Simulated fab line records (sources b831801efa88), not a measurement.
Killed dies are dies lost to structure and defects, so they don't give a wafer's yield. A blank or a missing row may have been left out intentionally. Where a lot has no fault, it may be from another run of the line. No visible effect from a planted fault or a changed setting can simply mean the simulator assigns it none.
Matching of chambers    flow sfqLine    SFQ_TRILAYER_I6_CMP_CMP_166 on cmp-01 has 4 sister chambers
The step polishes SiO2. 18 wafers are shown with their chamber, then 9 later ones without.

== WAFERS, EACH WITH ITS CHAMBER ==
wafer   chamber  motorCurrentA (A)  timeToEndpointS (s)
L376.1  1        11.2               207
L376.4  0        9.6                215
L376.5  2        9.3                209
L378.1  0        10.3               209
L378.3  3        10.8               201
L378.5  0        10.2               217
L379.4  3        10.2               203
L379.1  1        11.2               208
L379.2  2        9.6                198
L383.3  2        9.3                214
L383.1  1        11.2               218
L383.5  2        8.9                214
L384.1  3        10.9               202
L384.5  0        10.0               219
L384.6  3        10.0               212
L385.1  3        10.4               198
L385.2  0        9.1                217
L385.5  2        9.8                213

SIGNATURES (averages over the wafers above)
reading          chamber 0  chamber 1  chamber 2  chamber 3  scatter within a chamber
motorCurrentA    9.840      11.200     9.380      10.460     0.381
timeToEndpointS  215.40     211.00     209.60     203.20     5.54
Rule: for each reading, subtract the chamber's mean from the wafer's reading, divide by that reading's scatter and square the result; add these up over the readings and take the root, which gives the wafer's distance from the chamber. If the next closest chamber is less than 2 further off than the closest, the wafer can't be placed; otherwise it belongs to the closest. The scatter: take each reading less its chamber's mean, square it, sum over the shown wafers, divide by the number of wafers less the number of chambers, and take the root.

== WAFERS MISSING THEIR CHAMBER ==
wafer   motorCurrentA (A)  timeToEndpointS (s)
L389.3  10.6               202
L389.5  9.8                226
L389.6  10.6               208
L391.3  9.3                215
L391.4  11.0               216
L391.6  9.8                222
L393.1  11.1               207
L393.4  9.2                212
L393.5  11.3               202

== CHAMBER TAKEN BY EACH ==
wafer   from the rows above           in truth
L389.3  can't be placed: 3 or 1       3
L389.5  can't be placed: 0 or 2       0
L389.6  can't be placed: 3 or 1 or 0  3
L391.3  can't be placed: 2 or 0       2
L391.4  can't be placed: 1 or 3       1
L391.6  can't be placed: 0 or 2       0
L393.1  can't be placed: 1 or 3       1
L393.4  can't be placed: 2 or 0       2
L393.5  can't be placed: 1 or 3       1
Correct placement for 0 of the 9. Not placeable from these rows: 9 (in 9, the candidates include the true chamber). Number placed wrongly: 0.
